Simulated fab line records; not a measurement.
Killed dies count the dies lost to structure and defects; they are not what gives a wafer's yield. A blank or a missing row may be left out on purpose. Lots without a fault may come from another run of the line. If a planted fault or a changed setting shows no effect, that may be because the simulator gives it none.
Which of the tools did it?	flow gf180mcu	Sampling: 6 lots, 18 wafers, 3 of 602 route steps

## WHAT THE GAUGES READ, wafer by wafer
GF_PSD_RS_MEAS_14: the measuring method here is four-point-probe.
lot	measured	on	NSD_RS (ohm/sq)
L653	day 14 13:05	film metro-02	46.08 46.13 46.21
L655	day 15 17:15	film metro-03	46.18 46.14 46.15
L657	day 16 00:40	film metro-04	46.23 46.18 46.32
L665	day 18 20:54	film metro-04	46.23 46.16 46.25
L670	day 20 19:49	film metro-02	46.04 46.05 46.11
L672	day 21 09:49	film metro-02	46.13 46.04 46.06

## WHICH TOOL RAN EACH LOT (tool, then ch and the chambers of the sampled wafers, then the start)
lot	GF_NSD_IMPLANT_10	GF_PSD_STRIP_10
L653	implanter-01 ch 0, day 13 16:43	plasma asher-04 ch 0,1, day 14 12:47
L655	implanter-03 ch 0, day 14 19:52	plasma asher-03 ch 0,1, day 15 16:58
L657	implanter-03 ch 0, day 15 02:20	plasma asher-01 ch 0,1, day 16 00:22
L665	implanter-01 ch 0, day 17 20:25	plasma asher-03 ch 0,1, day 18 20:36
L670	implanter-03 ch 0, day 19 19:10	plasma asher-04 ch 0,1, day 20 19:31
L672	implanter-03 ch 0, day 20 09:02	plasma asher-03 ch 0,1, day 21 09:30
- GF_NSD_IMPLANT_10
- GF_PSD_STRIP_10: strips in O2/N2.

## THE ANSWER, worked out from the rows above alone
Rule: usual is defined by the lots themselves. Put in order of their means at a reading, lots are off if they are a third of the lots or fewer, leave a main group of 4 or more, and stand apart from it by a gap of 3 or more times the standard deviation of the main group's means; of several such gaps the widest counts. A main group whose means are all the same, to the digits that the tables above print for the reading, isn't used. Also off: a lot with no number at a reading for which 4 or more lots have one. The other lots that the step has rows for count as sound.
No lot is off on any of the readings shown, so nothing can be concluded from this.

## WHAT THE SIMULATOR HAD PUT IN
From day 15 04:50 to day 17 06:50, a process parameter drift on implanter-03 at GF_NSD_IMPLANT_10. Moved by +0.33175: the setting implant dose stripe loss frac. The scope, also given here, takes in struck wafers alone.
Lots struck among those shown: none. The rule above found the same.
